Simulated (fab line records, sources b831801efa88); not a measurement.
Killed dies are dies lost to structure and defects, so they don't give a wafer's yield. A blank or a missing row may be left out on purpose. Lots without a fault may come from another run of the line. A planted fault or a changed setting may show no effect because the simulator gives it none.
Which tool did it? | flow sky130 | 14 lots, 41 wafers sampled, at 2 steps of a route of 708

WHAT THE GAUGES READ, wafer by wafer
The record holds no reading of a measuring or inspecting step that can be judged against a usual standard deviation.

WHICH TOOL RAN EACH LOT (tool, then ch and the chambers of the sampled wafers, then the start)
lot  | SKY_NWELL_COAT_18                 | SKY_NWELL_STRIP_25
L390 | litho_track-02 ch 0, day 5 00:53  | plasma_asher-04 ch 0,1, day 5 10:10
L392 | litho_track-04 ch 0, day 5 10:51  | plasma_asher-01 ch 0,1, day 5 20:51
L391 | litho_track-03 ch 0, day 5 11:51  | plasma_asher-04 ch 0,1, day 5 22:17
L394 | litho_track-02 ch 0, day 5 20:59  | plasma_asher-01 ch 1, day 6 06:46
L397 | litho_track-04 ch 0, day 6 20:12  | plasma_asher-04 ch 0,1, day 7 06:19
L396 | litho_track-04 ch 0, day 6 20:45  | plasma_asher-01 ch 0,1, day 7 06:59
L404 | litho_track-02 ch 0, day 8 13:16  | plasma_asher-02 ch 0,1, day 9 00:12
L406 | litho_track-03 ch 0, day 8 20:24  | plasma_asher-04 ch 0,1, day 9 07:05
L409 | litho_track-02 ch 0, day 9 18:34  | plasma_asher-02 ch 0,1, day 10 06:37
L408 | litho_track-02 ch 0, day 9 19:37  | plasma_asher-04 ch 0,1, day 10 07:43
L410 | litho_track-02 ch 0, day 9 23:17  | plasma_asher-01 ch 0,1, day 10 11:16
L411 | litho_track-03 ch 0, day 10 01:36 | plasma_asher-01 ch 0,1, day 10 12:50
L412 | litho_track-04 ch 0, day 10 11:24 | plasma_asher-01 ch 0,1, day 10 22:14
L413 | litho_track-04 ch 0, day 10 16:33 | plasma_asher-01 ch 0,1, day 11 03:54
- SKY_NWELL_COAT_18: resist thk 3000 nm.
- SKY_NWELL_STRIP_25: strips in O2/N2.

WHAT THE TOOLS THEMSELVES READ (means of the sampled wafers that have a number; where no wafer has one, the mark that the record gives instead)
SKY_NWELL_COAT_18.
lot  | tool           | resist_line_temp_C (C)
L390 | litho_track-02 | 22.92
L392 | litho_track-04 | 23.00
L391 | litho_track-03 | 22.91
L394 | litho_track-02 | 22.84
L397 | litho_track-04 | 23.01
L396 | litho_track-04 | 22.90
L404 | litho_track-02 | 22.90
L406 | litho_track-03 | 23.11
L409 | litho_track-02 | 23.02
L408 | litho_track-02 | 22.94
L410 | litho_track-02 | 22.95
L411 | litho_track-03 | 23.00
L412 | litho_track-04 | 23.12
L413 | litho_track-04 | 23.10

SKY_NWELL_STRIP_25.
lot  | tool            | drypump_motor_current_A (A) | o2_flow_sccm (sccm) | oes_product_au (a.u.) | strip_time_to_endpoint_s (s)
L390 | plasma_asher-04 | 5.5                         | 3006                | 0.717                 | 36.84
L392 | plasma_asher-01 | 5.5                         | 2999                | 0.723                 | 37.00
L391 | plasma_asher-04 | 5.7                         | 2997                | 0.719                 | 36.89
L394 | plasma_asher-01 | 5.5                         | 2983                | 0.723                 | 36.87
L397 | plasma_asher-04 | 5.6                         | 3004                | 0.725                 | 36.23
L396 | plasma_asher-01 | 5.6                         | 2991                | 0.723                 | 36.40
L404 | plasma_asher-02 | 5.1                         | 2988                | 0.726                 | 37.05
L406 | plasma_asher-04 | 5.7                         | 3001                | 0.724                 | 36.97
L409 | plasma_asher-02 | 5.1                         | 3004                | 0.724                 | 37.04
L408 | plasma_asher-04 | 5.7                         | 3008                | 0.725                 | 36.98
L410 | plasma_asher-01 | 5.5                         | 3002                | 0.722                 | 36.88
L411 | plasma_asher-01 | 5.6                         | 3002                | 0.718                 | 36.90
L412 | plasma_asher-01 | 5.5                         | 3001                | 0.723                 | 36.99
L413 | plasma_asher-01 | 5.6                         | 3001                | 0.724                 | 37.08

THE ANSWER, worked out from the rows above alone
Rule: what is usual is taken from the lots themselves. Put in order of their means at a reading, lots are off if they are a third of the lots or fewer, leave a main group of 4 or more, and stand apart from it by a gap of 3 or more times the standard deviation of the main group's means; of several such gaps the widest counts. A main group whose means are all the same, to the digits that the tables above print for the reading, isn't used. A lot without any number at a reading at which 4 lots or more have one is off too. The other lots that the step has rows for count as sound. The gauges are gone through in route order, then the tools' own readings, and for those a lot's mean is taken as printed above. The first step at which some lot is off is used, and at that step the reading that is off furthest; a lot without a number counts as furthest.
Off: L397, L396, at SKY_NWELL_STRIP_25 (strip_time_to_endpoint_s). The main group: mean 36.96 s, standard deviation 0.076.
A tool fits if, at that step or a process step before it, it ran every lot that is off, and no sound lot after the first of them. None of those tried fits.

WHAT THE SIMULATOR HAD PUT IN
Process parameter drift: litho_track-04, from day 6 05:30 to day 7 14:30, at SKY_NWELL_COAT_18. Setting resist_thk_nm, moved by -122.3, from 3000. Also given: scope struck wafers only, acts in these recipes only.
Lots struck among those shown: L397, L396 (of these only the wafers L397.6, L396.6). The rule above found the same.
